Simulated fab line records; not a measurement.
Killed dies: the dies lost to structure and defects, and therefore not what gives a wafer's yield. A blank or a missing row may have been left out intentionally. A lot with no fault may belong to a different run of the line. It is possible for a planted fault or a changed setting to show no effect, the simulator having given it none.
fab line records + flow sky130
record:
- lots: 13
- wafers: 39
- last_day: 49
route steps=708 shown METAL2@487 METAL4@601 PASSIVATION@684 PAD_OPEN@708
lots with no fault: from the same line, run without faults
start_h: hours from the record's opening day to when the first of the lot's shown wafers began + wait_h: how many hours have passed since the lot's step before this one + " unchanged from the row above + L1.1+2: several wafers, shown together as one row + - either no value or no given start + * or withheld: withheld + < > ~ a bound
route shown NAME@n: a module of which the file shows steps, and the number in the route of the first + usual: the fault-free wafers' mean and standard deviation + same: alike in all rows + chamber/n: place in a boat + sites: readings site by site + _std_site: standard deviation across them + _edge_site: outer sites' mean less inner sites' + radius_mm: for every site, how far away it sits from the centre of the wafer + mask NAME#n: copy n + behind: the tool/chamber that last shaped the wafer + hold: cause of the lot's hold/its duration in hours/its outcome + device: which transistor (n, p or np) failed to switch + end of line: tests run on the same wafers once the route is complete + step lacking rows: just its recipe + killed: count of dies lost to structure and defects at first sort (not the wafer's yield) + map: a wafer's dies, marking killed ones x, the rest . and places with no die _
set.NAME: the setting as run; set.NAME@STEP: as run at that earlier step + model.NAME: the simulator's own value behind a step, which no gauge read
a sample of lots followed through the steps of the route, with each step as a table and each wafer as a row
services: the hour from which a tool's chamber was out of use, counted from the record's first day as start_h (under 0 if before that day), plus the number of hours and why
== steps ==
step: SKY_METAL2_SPUTTER_04
recipe:
- material: TiN
- target_thk_nm: 70
- power_w: 6500
- time_s: 58.3
- chamber_pressure_pa: 0.4
usual:
- throttle_valve_pct: 30.1/1.1
| lot.wafer | tool           | chamber | start_h | wait_h | throttle_valve_pct |
|-----------|----------------|---------|---------|--------|--------------------|
| L755.2    | pvd_sputter-02 | -       | 791.72  | 0.0    | 30.4               |
| L755.3    | "              | -       | "       | "      | 31.9               |
| L755.4    | "              | -       | "       | "      | 30.9               |
| L756.3    | pvd_sputter-02 | -       | 793.67  | 0.0    | 30.7               |
| L756.5    | "              | -       | "       | "      | 31.9               |
| L756.6    | "              | -       | "       | "      | 30.8               |
| L757.3    | pvd_sputter-02 | -       | 800.93  | 0.0    | 30.6               |
| L757.4    | "              | -       | "       | "      | 31.8               |
| L757.6    | "              | -       | "       | "      | 29.6               |
| L760.1    | pvd_sputter-03 | -       | 843.42  | 0.0    | 28.2               |
| L760.2    | "              | -       | "       | "      | 30.8               |
| L760.4    | "              | -       | "       | "      | 29.2               |
| L759.1    | pvd_sputter-03 | -       | 849.22  | 0.0    | 28.7               |
| L759.4    | "              | -       | "       | "      | 29.3               |
| L759.6    | "              | -       | "       | "      | 28.4               |
| L758.2    | pvd_sputter-04 | -       | 849.34  | 0.0    | 29.6               |
| L758.3    | "              | -       | "       | "      | 29.9               |
| L758.6    | "              | -       | "       | "      | 29.7               |
| L762.3    | pvd_sputter-02 | -       | 850.19  | 0.0    | 31.8               |
| L762.4    | "              | -       | "       | "      | 29.7               |
| L762.6    | "              | -       | "       | "      | 30.9               |
| L761.2    | pvd_sputter-02 | -       | 851.70  | 0.0    | 30.8               |
| L761.3    | "              | -       | "       | "      | 31.9               |
| L761.4    | "              | -       | "       | "      | 29.4               |
| L763.2    | pvd_sputter-04 | -       | 856.18  | 0.0    | 29.9               |
| L763.4    | "              | -       | "       | "      | 30.0               |
| L763.5    | "              | -       | "       | "      | 29.3               |
| L765.4    | pvd_sputter-04 | -       | 890.38  | 0.0    | 29.6               |
| L765.5    | "              | -       | "       | "      | 29.4               |
| L765.6    | "              | -       | "       | "      | 29.8               |
| L767.3    | pvd_sputter-02 | -       | 892.28  | 0.0    | 30.9               |
| L767.4    | "              | -       | "       | "      | 31.9               |
| L767.5    | "              | -       | "       | "      | 30.8               |
| L771.1    | pvd_sputter-02 | -       | 911.45  | 0.0    | 30.9               |
| L771.4    | "              | -       | "       | "      | 32.1               |
| L771.5    | "              | -       | "       | "      | 30.7               |
| L775.3    | pvd_sputter-03 | -       | 935.28  | 0.0    | 28.8               |
| L775.4    | "              | -       | "       | "      | 29.5               |
| L775.5    | "              | -       | "       | "      | 31.0               |
step: SKY_METAL2_THK_MEAS_06
recipe:
- thk_meas_gauge: xrf
- reads: AlCu_of_METAL2_SPUTTER_02
usual:
- METAL2_ALCU_THK: 250/3.5
| lot.wafer | tool          | chamber | start_h | wait_h | METAL2_ALCU_THK[nm] |
|-----------|---------------|---------|---------|--------|---------------------|
| L755.2    | film_metro-03 | -       | 791.90  | 0.1    | 256                 |
| L755.3    | "             | -       | "       | "      | 257                 |
| L755.4    | "             | -       | "       | "      | 252                 |
| L756.3    | film_metro-03 | -       | 793.86  | 0.1    | 248                 |
| L756.5    | "             | -       | "       | "      | 253                 |
| L756.6    | "             | -       | "       | "      | 249                 |
| L757.3    | film_metro-02 | -       | 801.11  | 0.1    | 252                 |
| L757.4    | "             | -       | "       | "      | 254                 |
| L757.6    | "             | -       | "       | "      | 246                 |
| L760.1    | film_metro-03 | -       | 843.59  | 0.1    | 248                 |
| L760.2    | "             | -       | "       | "      | 253                 |
| L760.4    | "             | -       | "       | "      | 250                 |
| L759.1    | film_metro-02 | -       | 849.39  | 0.1    | 250                 |
| L759.4    | "             | -       | "       | "      | 246                 |
| L759.6    | "             | -       | "       | "      | 246                 |
| L758.2    | film_metro-01 | -       | 849.52  | 0.1    | 244                 |
| L758.3    | "             | -       | "       | "      | 243                 |
| L758.6    | "             | -       | "       | "      | 245                 |
| L762.3    | film_metro-02 | -       | 850.38  | 0.1    | 251                 |
| L762.4    | "             | -       | "       | "      | 247                 |
| L762.6    | "             | -       | "       | "      | 250                 |
| L761.2    | film_metro-03 | -       | 851.89  | 0.1    | 248                 |
| L761.3    | "             | -       | "       | "      | 253                 |
| L761.4    | "             | -       | "       | "      | 249                 |
| L763.2    | film_metro-03 | -       | 856.36  | 0.1    | 251                 |
| L763.4    | "             | -       | "       | "      | 251                 |
| L763.5    | "             | -       | "       | "      | 250                 |
| L765.4    | film_metro-01 | -       | 890.58  | 0.1    | 247                 |
| L765.5    | "             | -       | "       | "      | 244                 |
| L765.6    | "             | -       | "       | "      | 247                 |
| L767.3    | film_metro-02 | -       | 892.47  | 0.1    | 251                 |
| L767.4    | "             | -       | "       | "      | 248                 |
| L767.5    | "             | -       | "       | "      | 249                 |
| L771.1    | film_metro-03 | -       | 911.62  | 0.1    | 252                 |
| L771.4    | "             | -       | "       | "      | 248                 |
| L771.5    | "             | -       | "       | "      | 247                 |
| L775.3    | film_metro-01 | -       | 935.47  | 0.1    | 247                 |
| L775.4    | "             | -       | "       | "      | 240                 |
| L775.5    | "             | -       | "       | "      | 242                 |
step: SKY_METAL4_SPUTTER_03
recipe:
- material: Ti
- target_thk_nm: 5
- power_w: 3000
- time_s: 3.3
- chamber_pressure_pa: 0.4
usual:
- throttle_valve_pct: 29.7/0.87
| lot.wafer | tool           | chamber | start_h | wait_h | throttle_valve_pct |
|-----------|----------------|---------|---------|--------|--------------------|
| L755.2    | pvd_sputter-01 | -       | 928.41  | 0.0    | 29.2               |
| L755.3    | "              | -       | "       | "      | 29.6               |
| L755.4    | "              | -       | "       | "      | 30.7               |
| L756.3    | pvd_sputter-01 | -       | 933.08  | 0.0    | 28.8               |
| L756.5    | "              | -       | "       | "      | 29.7               |
| L756.6    | "              | -       | "       | "      | 30.8               |
| L757.3    | pvd_sputter-04 | -       | 938.77  | 0.0    | 29.5               |
| L757.4    | "              | -       | "       | "      | 31.8               |
| L757.6    | "              | -       | "       | "      | 29.8               |
| L760.1    | pvd_sputter-04 | -       | 976.17  | 0.0    | 29.8               |
| L760.2    | "              | -       | "       | "      | 31.5               |
| L760.4    | "              | -       | "       | "      | 29.5               |
| L759.1    | pvd_sputter-01 | -       | 982.01  | 0.0    | 29.7               |
| L759.4    | "              | -       | "       | "      | 30.7               |
| L759.6    | "              | -       | "       | "      | 28.8               |
| L758.2    | pvd_sputter-04 | -       | 982.52  | 0.0    | 29.7               |
| L758.3    | "              | -       | "       | "      | 29.8               |
| L758.6    | "              | -       | "       | "      | 29.9               |
| L762.3    | pvd_sputter-01 | -       | 983.42  | 0.0    | 29.7               |
| L762.4    | "              | -       | "       | "      | 29.1               |
| L762.6    | "              | -       | "       | "      | 29.8               |
| L761.2    | pvd_sputter-01 | -       | 987.98  | 0.0    | 29.0               |
| L761.3    | "              | -       | "       | "      | 29.7               |
| L761.4    | "              | -       | "       | "      | 29.0               |
| L763.2    | pvd_sputter-03 | -       | 988.22  | 0.0    | 28.5               |
| L763.4    | "              | -       | "       | "      | 29.8               |
| L763.5    | "              | -       | "       | "      | 31.3               |
| L765.4    | pvd_sputter-01 | -       | 1019.77 | 0.0    | 30.8               |
| L765.5    | "              | -       | "       | "      | 28.9               |
| L765.6    | "              | -       | "       | "      | 29.1               |
| L767.3    | pvd_sputter-03 | -       | 1019.86 | 0.0    | 29.7               |
| L767.4    | "              | -       | "       | "      | 28.4               |
| L767.5    | "              | -       | "       | "      | 29.3               |
| L771.1    | pvd_sputter-03 | -       | 1039.46 | 0.0    | 28.9               |
| L771.4    | "              | -       | "       | "      | 28.3               |
| L771.5    | "              | -       | "       | "      | 29.1               |
| L775.3    | pvd_sputter-01 | -       | 1058.42 | 0.0    | 30.6               |
| L775.4    | "              | -       | "       | "      | 29.9               |
| L775.5    | "              | -       | "       | "      | 29.9               |
step: SKY_PASSIVATION_THK_MEAS_03
recipe:
- reads: Si3N4_of_PASSIVATION_CVD_02
usual:
- PASSIVATION_CVD_02_THK: 539/8.2
| lot.wafer | tool          | chamber | start_h | wait_h | PASSIVATION_CVD_02_THK[nm] |
|-----------|---------------|---------|---------|--------|----------------------------|
| L755.2    | film_metro-01 | -       | 1027.05 | -      | 535                        |
| L755.3    | "             | -       | "       | "      | 526                        |
| L755.4    | "             | -       | "       | "      | 538                        |
| L756.3    | film_metro-04 | -       | 1034.09 | -      | 548                        |
| L756.5    | "             | -       | "       | "      | 549                        |
| L756.6    | "             | -       | "       | "      | 532                        |
| L757.3    | film_metro-04 | -       | 1037.01 | -      | 522                        |
| L757.4    | "             | -       | "       | "      | 548                        |
| L757.6    | "             | -       | "       | "      | 542                        |
| L760.1    | film_metro-01 | -       | 1071.85 | -      | 526                        |
| L760.2    | "             | -       | "       | "      | 532                        |
| L760.4    | "             | -       | "       | "      | 547                        |
| L759.1    | film_metro-04 | -       | 1076.18 | -      | 528                        |
| L759.4    | "             | -       | "       | "      | 543                        |
| L759.6    | "             | -       | "       | "      | 535                        |
| L758.2    | film_metro-04 | -       | 1076.67 | -      | 537                        |
| L758.3    | "             | -       | "       | "      | 536                        |
| L758.6    | "             | -       | "       | "      | 544                        |
| L762.3    | film_metro-04 | -       | 1078.10 | -      | 526                        |
| L762.4    | "             | -       | "       | "      | 546                        |
| L762.6    | "             | -       | "       | "      | 557                        |
| L761.2    | film_metro-01 | -       | 1082.05 | -      | 536                        |
| L761.3    | "             | -       | "       | "      | 528                        |
| L761.4    | "             | -       | "       | "      | 549                        |
| L763.2    | film_metro-04 | -       | 1083.15 | -      | 540                        |
| L763.4    | "             | -       | "       | "      | 545                        |
| L763.5    | "             | -       | "       | "      | 539                        |
| L765.4    | film_metro-04 | -       | 1111.33 | -      | 533                        |
| L765.5    | "             | -       | "       | "      | 529                        |
| L765.6    | "             | -       | "       | "      | 552                        |
| L767.3    | film_metro-01 | -       | 1112.10 | -      | 532                        |
| L767.4    | "             | -       | "       | "      | 538                        |
| L767.5    | "             | -       | "       | "      | 536                        |
| L771.1    | film_metro-01 | -       | 1127.00 | -      | 533                        |
| L771.4    | "             | -       | "       | "      | 541                        |
| L771.5    | "             | -       | "       | "      | 527                        |
| L775.3    | film_metro-01 | -       | 1145.95 | -      | 530                        |
| L775.4    | "             | -       | "       | "      | 539                        |
| L775.5    | "             | -       | "       | "      | 551                        |
step: SKY_PAD_OPEN_PROBE_99
usual:
- killed_at_M0_to_M3: 43/7.5
- killed_at_M4_up: 2.8/1.8
- killed_at_contacts: 24/5.3
- killed_at_front_end: 14/4.2
- killed_at_other: 0.3/0.54
- killed_dies: 84/9.4
- killed_on_rim: 16/3.3
- killed_open: 46/7.1
- killed_short: 38/6.6
same:
- gross_dies: 492
- killed_at_back_side: 0
| lot.wafer | tool      | chamber | start_h | wait_h | hold                   | killed_at_M0_to_M3 | killed_at_M4_up | killed_at_contacts | killed_at_front_end | killed_at_other | killed_dies | killed_on_rim | killed_open | killed_short |
|-----------|-----------|---------|---------|--------|------------------------|--------------------|-----------------|--------------------|---------------------|-----------------|-------------|---------------|-------------|--------------|
| L755.2    | prober-01 | -       | 1072.43 | 0.1    | -                      | 46                 | 4               | 17                 | 18                  | 0               | 85          | 18            | 48          | 36           |
| L755.3    | prober-01 | -       | 1072.48 | 0.2    | -                      | 40                 | 2               | 24                 | 14                  | 0               | 80          | 18            | 44          | 36           |
| L755.4    | prober-01 | -       | 1072.53 | 0.2    | -                      | 42                 | 3               | 17                 | 14                  | 0               | 76          | 14            | 40          | 36           |
| L756.3    | prober-02 | -       | 1079.71 | 0.2    | -                      | 43                 | 3               | 31                 | 15                  | 1               | 93          | 17            | 52          | 41           |
| L756.5    | prober-02 | -       | 1079.81 | 0.2    | -                      | 37                 | 5               | 25                 | 13                  | 2               | 82          | 16            | 50          | 32           |
| L756.6    | prober-02 | -       | 1079.86 | 0.2    | -                      | 52                 | 3               | 33                 | 16                  | 0               | 104         | 23            | 55          | 49           |
| L757.3    | prober-01 | -       | 1082.36 | 0.2    | -                      | 41                 | 0               | 22                 | 14                  | 2               | 79          | 19            | 51          | 26           |
| L757.4    | prober-01 | -       | 1082.41 | 0.2    | -                      | 50                 | 5               | 22                 | 15                  | 1               | 93          | 14            | 59          | 34           |
| L757.6    | prober-01 | -       | 1082.51 | 0.2    | -                      | 48                 | 1               | 25                 | 19                  | 0               | 93          | 19            | 54          | 39           |
| L760.1    | prober-02 | -       | 1115.43 | 0.1    | -                      | 38                 | 1               | 26                 | 8                   | 0               | 73          | 18            | 41          | 32           |
| L760.2    | prober-02 | -       | 1115.48 | 0.1    | -                      | 44                 | 1               | 21                 | 20                  | 1               | 87          | 13            | 46          | 41           |
| L760.4    | prober-02 | -       | 1115.58 | 0.2    | -                      | 39                 | 5               | 32                 | 14                  | 0               | 90          | 16            | 44          | 46           |
| L758.2    | prober-02 | -       | 1120.51 | 0.1    | -                      | 47                 | 3               | 18                 | 15                  | 0               | 83          | 19            | 48          | 35           |
| L758.3    | prober-02 | -       | 1120.56 | 0.2    | -                      | 33                 | 0               | 19                 | 18                  | 0               | 70          | 13            | 41          | 29           |
| L758.6    | prober-02 | -       | 1120.71 | 0.2    | -                      | 54                 | 5               | 23                 | 14                  | 0               | 96          | 18            | 56          | 40           |
| L762.3    | prober-01 | -       | 1122.06 | 0.2    | -                      | 53                 | 2               | 23                 | 12                  | 0               | 90          | 19            | 58          | 32           |
| L762.4    | prober-01 | -       | 1122.11 | 0.2    | -                      | 58                 | 1               | 21                 | 5                   | 0               | 85          | 17            | 37          | 48           |
| L762.6    | prober-01 | -       | 1122.21 | 0.2    | -                      | 42                 | 0               | 22                 | 17                  | 1               | 82          | 18            | 46          | 36           |
| L767.3    | prober-02 | -       | 1153.93 | 0.2    | -                      | 38                 | 3               | 29                 | 9                   | 0               | 79          | 13            | 39          | 40           |
| L767.4    | prober-02 | -       | 1153.98 | 0.2    | -                      | 45                 | 4               | 26                 | 10                  | 1               | 86          | 16            | 49          | 37           |
| L767.5    | prober-02 | -       | 1154.03 | 0.2    | -                      | 40                 | 4               | 29                 | 8                   | 0               | 81          | 17            | 46          | 35           |
| L771.1    | prober-01 | -       | 1166.03 | 0.1    | await_dispo/4.2h/scrap | 39                 | 4               | 23                 | 426                 | 0               | 492         | 96            | 39          | 37           |
| L771.4    | prober-01 | -       | 1166.18 | 0.2    | await_dispo/4.2h/scrap | 45                 | 3               | 13                 | 431                 | 0               | 492         | 96            | 39          | 32           |
| L771.5    | prober-01 | -       | 1166.23 | 0.2    | await_dispo/4.2h/scrap | 46                 | 5               | 23                 | 418                 | 0               | 492         | 96            | 50          | 38           |
| L775.3    | prober-02 | -       | 1181.03 | 0.2    | -                      | 28                 | 2               | 36                 | 15                  | 0               | 81          | 23            | 44          | 37           |
| L775.4    | prober-02 | -       | 1181.08 | 0.2    | -                      | 41                 | 2               | 27                 | 13                  | 0               | 83          | 18            | 49          | 34           |
| L775.5    | prober-02 | -       | 1181.13 | 0.2    | -                      | 50                 | 5               | 28                 | 14                  | 0               | 97          | 22            | 49          | 45           |
killed by level:class
L755.2 VIA1:geometric_particle:open=12 VIA3:geometric_particle:open=7 CONTACT:geometric_particle:open=6 VIA2:geometric_particle:open=6 METAL1:geometric_particle:short=5 POLY_GATE:geometric_particle:open=4 LI_CONTACT:geometric_particle:open=4 VIA1:geometric_particle:short=4
L755.3 CONTACT:geometric_particle:open=9 VIA1:geometric_particle:open=9 POLY_GATE:geometric_particle:short=7 LI_CONTACT:geometric_particle:open=7 VIA2:geometric_particle:open=6 VIA1:geometric_particle:short=6 CONTACT:geometric_particle:short=5 METAL2:geometric_particle:short=4
L755.4 VIA1:geometric_particle:open=8 VIA3:geometric_particle:open=8 LI_CONTACT:geometric_particle:open=6 VIA2:geometric_particle:open=6 METAL1:geometric_particle:short=5 METAL2:geometric_particle:short=5 FIELD_ISO:geometric_particle:open=4 LOCAL_INTERCONNECT:geometric_particle:short=4
L756.3 CONTACT:geometric_particle:open=9 METAL2:geometric_particle:short=9 VIA1:geometric_particle:open=9 LI_CONTACT:geometric_particle:open=8 FIELD_ISO:geometric_particle:short=6 LOCAL_INTERCONNECT:geometric_particle:short=6 VIA3:geometric_particle:open=6 CONTACT:geometric_particle:short=5
L756.5 CONTACT:geometric_particle:open=9 LI_CONTACT:geometric_particle:open=8 METAL1:geometric_particle:short=8 VIA3:geometric_particle:open=7 VIA1:geometric_particle:open=7 FIELD_ISO:geometric_particle:open=5 POLY_GATE:geometric_particle:open=4 CONTACT:geometric_particle:short=4
L756.6 VIA1:geometric_particle:open=10 VIA2:geometric_particle:open=10 LI_CONTACT:geometric_particle:open=9 CONTACT:geometric_particle:open=8 LOCAL_INTERCONNECT:geometric_particle:short=7 METAL1:geometric_particle:short=7 POLY_GATE:geometric_particle:open=6 LI_CONTACT:geometric_particle:short=6
L757.3 VIA1:geometric_particle:open=17 CONTACT:geometric_particle:open=11 POLY_GATE:geometric_particle:open=6 VIA1:geometric_particle:short=5 LI_CONTACT:geometric_particle:open=5 VIA2:geometric_particle:open=5 FIELD_ISO:geometric_particle:open=4 LOCAL_INTERCONNECT:geometric_particle:short=3
L757.4 VIA1:geometric_particle:open=14 VIA3:geometric_particle:open=11 CONTACT:geometric_particle:open=10 VIA2:geometric_particle:open=8 LI_CONTACT:geometric_particle:open=6 VIA2:geometric_particle:short=5 METAL4:geometric_particle:short=5 POLY_GATE:geometric_particle:short=4
L757.6 VIA1:geometric_particle:open=13 LI_CONTACT:geometric_particle:open=10 VIA1:geometric_particle:short=8 VIA3:geometric_particle:open=7 CONTACT:geometric_particle:open=7 METAL1:geometric_particle:short=7 VIA2:geometric_particle:open=5 FIELD_ISO:geometric_particle:open=4
L760.1 CONTACT:geometric_particle:open=11 VIA1:geometric_particle:open=10 VIA2:geometric_particle:open=7 LOCAL_INTERCONNECT:geometric_particle:short=6 METAL2:geometric_particle:short=5 VIA2:geometric_particle:short=5 LI_CONTACT:geometric_particle:open=3 LI_CONTACT:geometric_particle:short=3
L760.2 CONTACT:geometric_particle:open=10 VIA1:geometric_particle:open=8 VIA1:geometric_particle:short=7 FIELD_ISO:geometric_particle:short=6 POLY_GATE:geometric_particle:open=6 VIA3:geometric_particle:open=6 METAL1:geometric_particle:short=6 METAL2:geometric_particle:short=6
L760.4 CONTACT:geometric_particle:open=13 VIA1:geometric_particle:open=11 CONTACT:geometric_particle:short=9 METAL1:geometric_particle:short=6 METAL2:geometric_particle:short=6 POLY_GATE:geometric_particle:open=5 METAL2:geometric_particle:open=4 LI_CONTACT:geometric_particle:open=4
L758.2 VIA1:geometric_particle:open=15 CONTACT:geometric_particle:open=9 VIA1:geometric_particle:short=7 FIELD_ISO:geometric_particle:open=5 VIA2:geometric_particle:short=5 VIA3:geometric_particle:open=5 LI_CONTACT:geometric_particle:open=4 METAL2:geometric_particle:short=4
L758.3 VIA1:geometric_particle:open=9 FIELD_ISO:geometric_particle:open=7 LI_CONTACT:geometric_particle:open=7 CONTACT:geometric_particle:short=6 VIA2:geometric_particle:open=5 METAL2:geometric_particle:short=5 POLY_GATE:geometric_particle:open=4 METAL1:geometric_particle:short=4
L758.6 VIA1:geometric_particle:open=13 CONTACT:geometric_particle:open=10 LI_CONTACT:geometric_particle:open=8 VIA2:geometric_particle:open=8 METAL1:geometric_particle:short=8 VIA1:geometric_particle:short=5 VIA2:geometric_particle:short=5 VIA3:geometric_particle:open=5
L762.3 VIA1:geometric_particle:open=16 LI_CONTACT:geometric_particle:open=8 VIA2:geometric_particle:open=8 POLY_GATE:geometric_particle:open=6 CONTACT:geometric_particle:open=6 CONTACT:geometric_particle:short=5 METAL2:geometric_particle:short=5 METAL3:geometric_particle:short=5
L762.4 METAL1:geometric_particle:short=18 VIA1:geometric_particle:open=15 LI_CONTACT:geometric_particle:short=5 CONTACT:geometric_particle:open=5 VIA3:geometric_particle:open=5 LI_CONTACT:geometric_particle:open=4 CONTACT:geometric_particle:short=4 VIA1:geometric_particle:short=4
L762.6 VIA1:geometric_particle:open=15 CONTACT:geometric_particle:open=9 METAL1:geometric_particle:short=9 LI_CONTACT:geometric_particle:open=7 POLY_GATE:geometric_particle:open=4 FIELD_ISO:geometric_particle:short=4 POLY_GATE:geometric_particle:short=4 FIELD_ISO:geometric_particle:open=3
L767.3 LOCAL_INTERCONNECT:geometric_particle:short=14 CONTACT:geometric_particle:open=11 VIA1:geometric_particle:open=8 VIA2:geometric_particle:short=5 VIA2:geometric_particle:open=5 VIA3:geometric_particle:open=5 FIELD_ISO:geometric_particle:short=4 METAL2:geometric_particle:short=4
L767.4 VIA1:geometric_particle:open=12 CONTACT:geometric_particle:open=11 LI_CONTACT:geometric_particle:open=8 METAL2:geometric_particle:short=8 METAL1:geometric_particle:short=6 VIA2:geometric_particle:open=6 FIELD_ISO:geometric_particle:short=4 FIELD_ISO:geometric_particle:open=3
L767.5 CONTACT:geometric_particle:open=11 VIA3:geometric_particle:open=7 LI_CONTACT:geometric_particle:open=6 CONTACT:geometric_particle:short=6 VIA1:geometric_particle:open=6 VIA2:geometric_particle:open=5 LOCAL_INTERCONNECT:geometric_particle:short=5 VIA1:geometric_particle:short=5
L771.1 DNWELL:area_develop=415 VIA1:geometric_particle:open=8 CONTACT:geometric_particle:open=8 VIA3:geometric_particle:open=8 LI_CONTACT:geometric_particle:short=5 VIA1:geometric_particle:short=5 POLY_GATE:geometric_particle:short=4 CONTACT:geometric_particle:short=4
L771.4 DNWELL:area_develop=420 VIA3:geometric_particle:open=8 VIA2:geometric_particle:open=6 FIELD_ISO:geometric_particle:open=5 VIA1:geometric_particle:open=5 METAL3:geometric_particle:short=5 CONTACT:geometric_particle:open=4 VIA1:geometric_particle:short=4
L771.5 DNWELL:area_develop=404 LI_CONTACT:geometric_particle:open=9 CONTACT:geometric_particle:open=7 VIA2:geometric_particle:open=7 VIA1:geometric_particle:open=7 VIA1:geometric_particle:short=7 FIELD_ISO:geometric_particle:open=6 VIA3:geometric_particle:open=6
L775.3 CONTACT:geometric_particle:open=11 LI_CONTACT:geometric_particle:open=9 LI_CONTACT:geometric_particle:short=8 FIELD_ISO:geometric_particle:short=6 VIA1:geometric_particle:open=6 VIA3:geometric_particle:open=6 FIELD_ISO:geometric_particle:open=4 METAL1:geometric_particle:short=4
L775.4 VIA3:geometric_particle:open=11 METAL2:geometric_particle:short=9 LI_CONTACT:geometric_particle:open=9 CONTACT:geometric_particle:open=9 FIELD_ISO:geometric_particle:open=7 VIA2:geometric_particle:open=5 FIELD_ISO:geometric_particle:short=4 LOCAL_INTERCONNECT:geometric_particle:short=3
L775.5 LI_CONTACT:geometric_particle:open=12 VIA1:geometric_particle:open=12 VIA3:geometric_particle:open=9 METAL2:geometric_particle:short=8 FIELD_ISO:geometric_particle:short=7 VIA2:geometric_particle:open=5 METAL4:geometric_particle:short=5 FIELD_ISO:geometric_particle:open=4
== services ==
| tool           | chamber | start_h | hours | kind   |
|----------------|---------|---------|-------|--------|
| pvd_sputter-03 | -       | 789.07  | 8.0   | repair |
| pvd_sputter-01 | -       | 812.13  | 1.7   | repair |
| pvd_sputter-04 | -       | 859.11  | 0.8   | repair |
| pvd_sputter-02 | -       | 877.06  | 3.1   | repair |
| pvd_sputter-04 | -       | 905.06  | 6.7   | repair |
| pvd_sputter-03 | -       | 912.29  | 8.0   | repair |
| pvd_sputter-04 | -       | 940.99  | 1.1   | repair |
| pvd_sputter-01 | -       | 966.11  | 4.5   | repair |
| pvd_sputter-04 | -       | 972.43  | 3.3   | repair |
| pvd_sputter-01 | -       | 1003.80 | 1.2   | repair |
| pvd_sputter-03 | -       | 1031.46 | 3.3   | repair |
== key ==
first_sign:
- step: SKY_PAD_OPEN_PROBE_99
- reading: hold
- direction: added
effect none on later readings
met_at SKY_METAL4_SPUTTER_03
struck_lots L771
tester_left_out L771
not_acting_at SKY_METAL2_SPUTTER_04,SKY_METAL2_THK_MEAS_06,SKY_PASSIVATION_THK_MEAS_03
onset_between 1019.86 1039.46
earlier_fault:
- kind: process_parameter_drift
- tool: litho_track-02
- chamber: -
- onset_h: 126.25
- steps: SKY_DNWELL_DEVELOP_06
- channel: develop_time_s
- offset: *
- shape: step
- end_h: 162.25
- acts_in: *
- stated: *
fault:
- kind: process_parameter_drift
- tool: pvd_sputter-03
- chamber: -
- onset_h: 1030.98
- steps: SKY_METAL4_SPUTTER_03
- channel: target_thk_nm
- offset: 1.6382
- shape: step
- acts_in: these_recipes_only
- stated: 5
tester_left_out: of these lots the tester's yield and bins aren't shown, on N5 and GAA mostly nor the transistor test; their killed dies are dies lost to structure and defects alone, not to doping, threshold or leakage, so they don't give the yield
